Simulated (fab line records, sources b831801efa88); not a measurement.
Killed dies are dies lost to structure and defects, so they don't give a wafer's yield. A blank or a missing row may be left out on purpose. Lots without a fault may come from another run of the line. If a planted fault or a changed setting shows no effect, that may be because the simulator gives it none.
A struck lot beside a sound one | flow sky130 | 38 out of 708 route steps
Sound: these wafers, L601.2, L601.3, L601.5. Struck: wafers L602.2, L602.5. (L602.3 of the same lot was not struck and is left out.) The cause comes at the end.
At each step with rows: each side's tool, then ch and its chambers, then its first start. Under that, the readings that differ: sound wafers | struck wafers | difference of the means | sigmas: that difference in standard deviations of wafers without a fault.
alike: words and numbers the same on both sides, and readings whose means are apart by under 2 such deviations; not compared: readings that were withheld, readings missing a value for some wafer, numbers with overlapping values and no deviation given by the record, and bounds like >300 which may hide the same value.
A row with sigmas, a row that says differs or no value, or rows on one side alone: a step with any of these is where the two part. Numbers that have no deviation but don't overlap get no sigmas and don't part them. A reading that every wafer of one side lacks parts them only if that side has two wafers or more.

first, 9 steps without rows for these wafers: SKY_VIA3_SPUTTER_20 (material TiN, target thk 20 nm, time 80 s); SKY_VIA3_CVD_21 (deposits W, target thk 390 nm, time 117.31 s); SKY_VIA3_CMP_24 (polishes, stops on SiO2, t overpolish 20 s, target thk 0 nm); SKY_METAL4_SPUTTER_00 (material Ti, target thk 15 nm, time 10 s); SKY_METAL4_SPUTTER_01 (material TiN, target thk 20 nm, time 16.7 s); SKY_METAL4_SPUTTER_02 (material AlCu, target thk 735 nm, time 39.1 s); SKY_METAL4_SPUTTER_03 (material Ti, target thk 5 nm, time 3.3 s); SKY_METAL4_SPUTTER_04 (material TiN, target thk 70 nm, time 58.3 s); SKY_CAP2M_CVD_00 (deposits SiO2, target thk 15.5 nm).
SKY_CAP2M_SPUTTER_02: material TiN, target thk 200 nm, time 166.7 s.
  struck on pvd sputter-01, day 45 10:35; sound on pvd sputter-04, day 45 00:49
  reading                                   | sound             | struck      | difference | sigmas
  model.TiN_of_CAP2M_SPUTTER_02.thk nm (nm) | 201.2 200.9 201.3 | 172.3 174.8 | -27.6      |
  alike: throttle valve pct
SKY_CAP2M_RS_MEAS_03: a four-point-probe measurement.
  struck on film metro-02, day 45 10:43; sound on film metro-04, day 45 00:58
  reading               | sound          | struck    | difference | sigmas
  CAP2M_TIN_RS (ohm/sq) | 6.87 6.89 6.86 | 8.05 7.93 | +1.12      | +17
SKY_CAP2M_THK_MEAS_04: measures by xrf.
  struck on film metro-02, day 45 10:49; sound on film metro-04, day 45 01:05
  reading            | sound             | struck      | difference | sigmas
  CAP2M_TIN_THK (nm) | 200.1 198.7 199.6 | 171.2 173.1 | -27.3      | -13
then, 7 steps without rows for these wafers: SKY_CAP2M_DEHYDRATE_05 (time 60 s); SKY_CAP2M_HMDS_06 (prime time 60 s); SKY_CAP2M_COAT_07 (resist thk 1140 nm); SKY_CAP2M_SOFTBAKE_08 (time 60 s); SKY_CAP2M_EXPOSE_09 (exposes mask CAP2M, target cd 1000 nm); SKY_CAP2M_PEB_10; SKY_CAP2M_DEVELOP_11 (develop time 60 s).
SKY_CAP2M_METAL_ETCH_13: etches TiN in Cl2/BCl3, stops on SiO2, target depth 220 nm, time 62.9 s.
  sound on rie metal-02 ch 0,1, day 45 21:58; struck on rie metal-04 ch 0, day 46 06:26
  reading                | sound                | struck        | difference | sigmas
  oes product au (a.u.)  | 0.947 0.944 0.943    | 0.858 0.866   | -0.083     | -11
  throttle valve pct (%) | 21.891 21.916 21.905 | 21.957 21.949 | +0.049     | +5
  alike: chamber pressure mTorr, drypump motor current A
  not compared: rf hours counter h
then, 16 steps without rows for these wafers: SKY_CAP2M_STRIP_14 (strips in O2/N2); SKY_CAP2M_STRIP_15 (strips in post etch residue remover, time 1200 s); SKY_CAP2M_CLEAN_16 (cleans in IPA, time 180 s); SKY_CAP2M_CLEAN_17 (cleans in O3/DIW); SKY_METAL4_DEHYDRATE_05 (time 60 s); SKY_METAL4_HMDS_06 (prime time 60 s); SKY_METAL4_COAT_07 (resist thk 60 nm); SKY_METAL4_COAT_08 (resist thk 1140 nm); SKY_METAL4_SOFTBAKE_09 (time 90 s); SKY_METAL4_EXPOSE_10 (exposes mask MM4, target cd 300 nm); SKY_METAL4_PEB_11; SKY_METAL4_DEVELOP_12 (develop time 60 s); SKY_METAL4_DESCUM_15 (chemistry O2, time 8 s); SKY_METAL4_ETCH_16 (etches BARC in N2/H2, stops on SiO2, time 88.2 s, target depth 60 nm); SKY_METAL4_ETCH_17 (etches SiO2 in C4F8/O2/Ar, stops on TiN, time 3.9 s, target depth 15 nm); SKY_METAL4_METAL_ETCH_18 (etches the open film in Cl2/BCl3, stops on SiO2, target depth 845 nm, time 183.1 s).
SKY_METAL4_STRIP_20: strips in post etch residue remover, time 1200 s.
  sound on wet bench-03 ch 3, day 46 19:52; struck on wet bench-03 ch 0, day 47 04:25
  reading                                   | sound             | struck    | difference | sigmas
  model.TiN_of_CAP2M_SPUTTER_02.thk nm (nm) | 200.4 200.1 200.5 | 171.5 174 | -27.6      |
  alike: bath heat duty pct
-- the record jumps here: 3 days lie between the struck wafers' starts before and after (it left off in module METAL4 and takes up again in module PAD_OPEN, whose first step shown is number 708 of the route) --
SKY_PAD_OPEN_PROBE_99:
  struck on prober-01, day 50 11:17; sound on prober-02, day 50 05:30
  reading                               | sound                | struck       | difference | sigmas
  killed short                          | 50 43 53             | 25 41        | -16        | -2
  sort_bin_3_pad_short (%)              | 1.0 1.6 1.8          | 0.2 0.6      | -1.1       | -2
  model.etest.cap mim2.plate ohm sq     | 5.924 6.026 5.998    | 6.931 6.841  | +0.903     |
  model.etest.cap mim2.bv v (V)         | 13.69 14.26 13.87    | 13.15 13.39  | -0.67      |
  model.etest.cap mim2.leak log10 a cm2 | -8.841 -8.965 -8.898 | -8.61 -8.696 | +0.25      |
  alike: defect limited yield, killed_at_M0_to_M3, killed_at_M4_up, killed at contacts, killed at front end, killed at other, killed dies, killed open, sort_bin_5_function, sort_bin_6_memory, sort n pass, sort yield pct

== WHERE THEY PART ==
First at SKY_CAP2M_RS_MEAS_03; last, within this record, at SKY_PAD_OPEN_PROBE_99.

WHY: the cause the simulator had injected
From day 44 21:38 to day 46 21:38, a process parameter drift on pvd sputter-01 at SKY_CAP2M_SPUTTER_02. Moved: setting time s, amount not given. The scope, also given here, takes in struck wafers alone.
